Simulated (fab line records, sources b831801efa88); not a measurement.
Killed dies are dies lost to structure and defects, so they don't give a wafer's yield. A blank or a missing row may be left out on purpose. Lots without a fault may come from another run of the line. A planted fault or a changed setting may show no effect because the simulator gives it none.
Which tool did it? | flow sfq_line | 7 lots, 21 wafers sampled, at 4 steps of a route of 325

WHAT THE GAUGES READ, wafer by wafer
SFQ_I6_BOW_MEAS_941.
lot  | measured     | on            | I6_BOW (um)
L799 | day 75 17:02 | film_metro-01 | 6 14 6
L803 | day 76 10:31 | film_metro-01 | 18 15 19
L808 | day 77 03:01 | film_metro-03 | -12 0 -9
L813 | day 77 21:18 | film_metro-04 | 9 16 28
L817 | day 80 00:41 | film_metro-01 | 14 27 7
L819 | day 81 17:43 | film_metro-04 | -8 12 9
L821 | day 82 09:20 | film_metro-04 | -13 -3 -3

WHICH TOOL RAN EACH LOT (tool, then ch and the chambers of the sampled wafers, then the start)
lot  | SFQ_TRILAYER_R5_ETCH_METAL_ETCH_139 | SFQ_TRILAYER_M6_ETCH_METAL_ETCH_162 | SFQ_TRILAYER_I6_CMP_CMP_166
L799 | rie_metal-03 ch 0,1, day 60 23:52   | rie_metal-01 ch 0,1, day 75 13:02   | cmp-02 ch 0,1,3, day 75 15:31
L803 | rie_metal-04 ch 0,1, day 66 11:02   | rie_metal-02 ch 0,1, day 76 02:17   | cmp-01 ch 0,1, day 76 07:27
L808 | rie_metal-02 ch 1, day 67 00:13     | rie_metal-03 ch 0,1, day 76 14:14   | cmp-01 ch 1,2,3, day 77 00:01
L813 | rie_metal-02 ch 0,1, day 67 11:01   | rie_metal-01 ch 0,1, day 77 02:14   | cmp-02 ch 0,1, day 77 18:48
L817 | rie_metal-02 ch 0,1, day 70 12:28   | rie_metal-01 ch 0,1, day 79 20:40   | cmp-02 ch 0,3, day 79 21:40
L819 | rie_metal-03 ch 0,1, day 73 00:20   | rie_metal-03 ch 0,1, day 81 13:43   | cmp-02 ch 1,2,3, day 81 15:11
L821 | rie_metal-04 ch 0,1, day 73 08:44   | rie_metal-03 ch 0,1, day 82 05:19   | cmp-02 ch 0,2, day 82 06:19
- SFQ_TRILAYER_R5_ETCH_METAL_ETCH_139: etches the open film in Cl2, stops on SiO2, target depth 60 nm, time 40 s.
- SFQ_TRILAYER_M6_ETCH_METAL_ETCH_162: etches Nb in Cl2/Ar, stops on SiO2, target depth 240 nm, time 120 s.
- SFQ_TRILAYER_I6_CMP_CMP_166: polishes SiO2.

THE ANSWER, worked out from the rows above alone
Rule: what is usual is taken from the lots themselves. Put in order of their means at a reading, lots are off if they are a third of the lots or fewer, leave a main group of 4 or more, and stand apart from it by a gap of 3 or more times the standard deviation of the main group's means; of several such gaps the widest counts. A main group whose means are all the same, to the digits that the tables above print for the reading, isn't used. A lot without any number at a reading at which 4 lots or more have one is off too. The other lots that the step has rows for count as sound.
No lot is off at any reading shown: from this, nothing can be told.

WHAT THE SIMULATOR HAD PUT IN
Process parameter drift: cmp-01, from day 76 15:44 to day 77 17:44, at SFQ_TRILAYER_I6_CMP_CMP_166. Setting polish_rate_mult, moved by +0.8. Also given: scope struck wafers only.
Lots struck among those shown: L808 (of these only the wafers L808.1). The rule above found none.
